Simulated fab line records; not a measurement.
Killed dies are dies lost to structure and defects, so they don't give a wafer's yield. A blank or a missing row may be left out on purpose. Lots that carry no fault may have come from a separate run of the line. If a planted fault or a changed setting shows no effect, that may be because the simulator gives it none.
Comparing a struck lot with a sound one + flow sky130 + 44 out of 708 route steps
Sound: these wafers, L326.1, L326.3, L326.6. Struck: wafer L341.1 (left out: L341.2, L341.4 of the same lot, which were not struck); the cause appears at the end.
For every step that has rows: the tool of each side, followed by ch and its chambers, followed by its first start. Under that, the readings that differ: sound wafers + struck wafers + difference of the means + sigmas: that difference in standard deviations of wafers without a fault.
alike: same words and numbers on both sides, and readings whose means sit less than 2 such deviations apart. not compared: any withheld reading, any reading some wafer has no value for, any bound like >300 that may hide the same value, and any number with overlapping values for which the record gives no deviation.
A row with sigmas, a row that says differs or no value, or rows on one side alone: a step with any of these is where the two part. When numbers do not overlap yet have no deviation, they are printed without sigmas and do not part them. Lack of a reading on every wafer of one side parts them only where that side has two or more wafers.

first, 3 steps without rows for these wafers: SKY_VIA3_CLEAN_18 (cleans in IPA, time 180 s); SKY_VIA3_CLEAN_19 (cleans in O3/DIW); SKY_VIA3_SPUTTER_20 (material TiN, target thk 20 nm, time 80 s).
SKY_VIA3_CVD_21: deposits W, target thk 390 nm, time 117.31 s.
  sound on cvdW-02 ch 0, day 39 16:11; struck on cvdW-02 ch 1, day 44 07:47
  alike: heaterPowerW
SKY_VIA3_RS_MEAS_22: uses a four-point probe to measure.
  sound on filmMetro-04 at day 39 16:19; struck on filmMetro-01 at day 44 07:54
| reading            | sound             | struck | difference | sigmas |
|--------------------|-------------------|--------|------------|--------|
| VIA3_W_RS (ohm/sq) | 0.298 0.298 0.301 | 0.291  | -0.008     | -2     |
SKY_VIA3_THK_MEAS_23: measures by xrf.
  sound on filmMetro-04 at day 39 16:26; struck on filmMetro-01 at day 44 08:01
| reading         | sound       | struck | difference | sigmas |
|-----------------|-------------|--------|------------|--------|
| VIA3_W_THK (nm) | 372 375 370 | 386    | +14        | +2     |
then, 1 step without rows for these wafers: SKY_VIA3_CMP_24 (polishes, stops on SiO2, t overpolish 20 s, target thk 0 nm).
SKY_METAL4_SPUTTER_00: material Ti, target thk 15 nm, time 10 s.
  sound on pvdSputter-04 at day 39 17:02; struck on pvdSputter-02 at day 44 08:29
  alike: throttleValvePct
then, 1 step without rows for these wafers: SKY_METAL4_SPUTTER_01 (material TiN, target thk 20 nm, time 16.7 s).
SKY_METAL4_SPUTTER_02: material AlCu, target thk 735 nm, time 39.1 s.
  sound on pvdSputter-04 at day 39 17:05; struck on pvdSputter-02 at day 44 08:32
  alike: throttleValvePct
then, 1 step without rows for these wafers: SKY_METAL4_SPUTTER_03 (material Ti, target thk 5 nm, time 3.3 s).
SKY_METAL4_SPUTTER_04: material TiN, target thk 70 nm, time 58.3 s.
  sound on pvdSputter-04 at day 39 17:08; struck on pvdSputter-02 at day 44 08:36
  alike: throttleValvePct
SKY_CAP2M_CVD_00: deposits SiO2, target thk 15.5 nm.
  sound on pecvd-03 ch 0,1,2, day 39 17:11; struck on pecvd-03 ch 0, day 44 08:38
  alike: heaterPowerW
SKY_CAP2M_THK_MEAS_01:
  sound on filmMetro-04 at day 39 17:13; struck on filmMetro-03 at day 44 08:40
| reading               | sound             | struck | difference | sigmas |
|-----------------------|-------------------|--------|------------|--------|
| CAP2M_CVD_00_THK (nm) | 15.34 15.09 15.83 | 13.92  | -1.50      | -8     |
then, 1 step without rows for these wafers: SKY_CAP2M_SPUTTER_02 (material TiN, target thk 200 nm, time 166.7 s).
SKY_CAP2M_RS_MEAS_03: uses a four-point probe to measure.
  sound on filmMetro-03 at day 39 17:23; struck on filmMetro-04 at day 44 08:50
  alike: CAP2M_TIN_RS
SKY_CAP2M_THK_MEAS_04: measures by xrf.
  sound on filmMetro-03 at day 39 17:30; struck on filmMetro-04 at day 44 08:58
  alike: CAP2M_TIN_THK
then, 7 steps without rows for these wafers: SKY_CAP2M_DEHYDRATE_05 (time 60 s); SKY_CAP2M_HMDS_06 (prime time 60 s); SKY_CAP2M_COAT_07 (resist thk 1140 nm); SKY_CAP2M_SOFTBAKE_08 (time 60 s); SKY_CAP2M_EXPOSE_09 (exposes mask CAP2M, target cd 1000 nm); SKY_CAP2M_PEB_10; SKY_CAP2M_DEVELOP_11 (develop time 60 s).
SKY_CAP2M_OVL_MEAS_12:
  sound on overlay-02 at day 40 18:10; struck on overlay-02 at day 45 07:30
  alike: CAP2M_OVL
SKY_CAP2M_METAL_ETCH_13: etches TiN in Cl2/BCl3, stops on SiO2, target depth 220 nm, time 62.9 s.
  sound on rieMetal-04 ch 0,1, day 40 18:11; struck on rieMetal-04 ch 0, day 45 07:32
| reading             | sound             | struck | difference | sigmas |
|---------------------|-------------------|--------|------------|--------|
| oesProductAu (a.u.) | 0.953 0.953 0.945 | 0.932  | -0.018     | -2     |
  alike: drypumpMotorCurrentA, throttleValvePct
  not compared: rfHoursCounterH
then, 12 steps without rows for these wafers: SKY_CAP2M_STRIP_14 (strips in O2/N2); SKY_CAP2M_STRIP_15 (strips in post etch residue remover, time 1200 s); SKY_CAP2M_CLEAN_16 (cleans in IPA, time 180 s); SKY_CAP2M_CLEAN_17 (cleans in O3/DIW); SKY_METAL4_DEHYDRATE_05 (time 60 s); SKY_METAL4_HMDS_06 (prime time 60 s); SKY_METAL4_COAT_07 (resist thk 60 nm); SKY_METAL4_COAT_08 (resist thk 1140 nm); SKY_METAL4_SOFTBAKE_09 (time 90 s); SKY_METAL4_EXPOSE_10 (exposes mask MM4, target cd 300 nm); SKY_METAL4_PEB_11; SKY_METAL4_DEVELOP_12 (develop time 60 s).
SKY_METAL4_CD_MEAS_13 targets a cd of 300 nm.
  sound on cdSem-01 at day 41 19:28; struck on cdSem-01 at day 46 05:10
  alike: cdNm
SKY_METAL4_OVL_MEAS_14:
  sound on overlay-01 at day 41 19:35; struck on overlay-01 at day 46 05:17
  alike: METAL4_OVL
then, 2 steps without rows for these wafers: SKY_METAL4_DESCUM_15 (chemistry O2, time 8 s); SKY_METAL4_ETCH_16 (etches BARC in N2/H2, stops on SiO2, time 88.2 s, target depth 60 nm).
SKY_METAL4_ETCH_17: etches SiO2 in C4F8/O2/Ar, stops on TiN, time 3.9 s, target depth 15 nm.
  sound on rieDiel-03 ch 0,1,2, day 41 19:44; struck on rieDiel-04 ch 2, day 46 05:26
| reading             | sound             | struck | difference | sigmas |
|---------------------|-------------------|--------|------------|--------|
| oesProductAu (a.u.) | 0.752 0.736 0.765 | 0.712  | -0.039     | -6     |
  not compared: rfHoursCounterH
-- the record jumps here: 3 days lie between the struck wafers' starts before and after (it left off in module METAL4 and takes up again in module PAD_OPEN, whose first step shown is number 708 of the route) --
SKY_PAD_OPEN_PROBE_99:
  sound on prober-01 at day 45 22:00; struck on prober-02 at day 49 16:53
| reading                                 | sound                        | struck    | difference | sigmas |
|-----------------------------------------|------------------------------|-----------|------------|--------|
| killedAtOther                           | 0 0 0                        | 1         | +1         | +2     |
| model.etest.tester.sortNPass            | 407 419 420                  | 342       | -73        |        |
| model.etest.tester.sort_bin_5_pct (%)   | 10.37 10.16 9.756            | 23.58     | +13.48     |        |
| model.etest.tester.sortYieldPct (%)     | 82.72 85.16 85.37            | 69.51     | -14.91     |        |
| model.etest.capMim2.cFfUm2RimLessCentre | -0.05889 -0.008291 -0.008649 | 0.7284    | +0.7537    |        |
| model.etest.tester.sort_bin_8_pct (%)   | 0 0 0                        | 1.673e-08 | +1.673e-08 |        |
  alike: defectLimitedYield, killed_at_M0_to_M3, killed_at_M4_up, killedAtContacts, killedAtFrontEnd, killedDies, killedOpen, killedShort
  not compared: model.etest.tester.sort_bin_4_pct

WHERE THEY PART
At SKY_VIA3_RS_MEAS_22 first; at SKY_PAD_OPEN_PROBE_99 last (within this record only).

WHY: what had been put in by the simulator
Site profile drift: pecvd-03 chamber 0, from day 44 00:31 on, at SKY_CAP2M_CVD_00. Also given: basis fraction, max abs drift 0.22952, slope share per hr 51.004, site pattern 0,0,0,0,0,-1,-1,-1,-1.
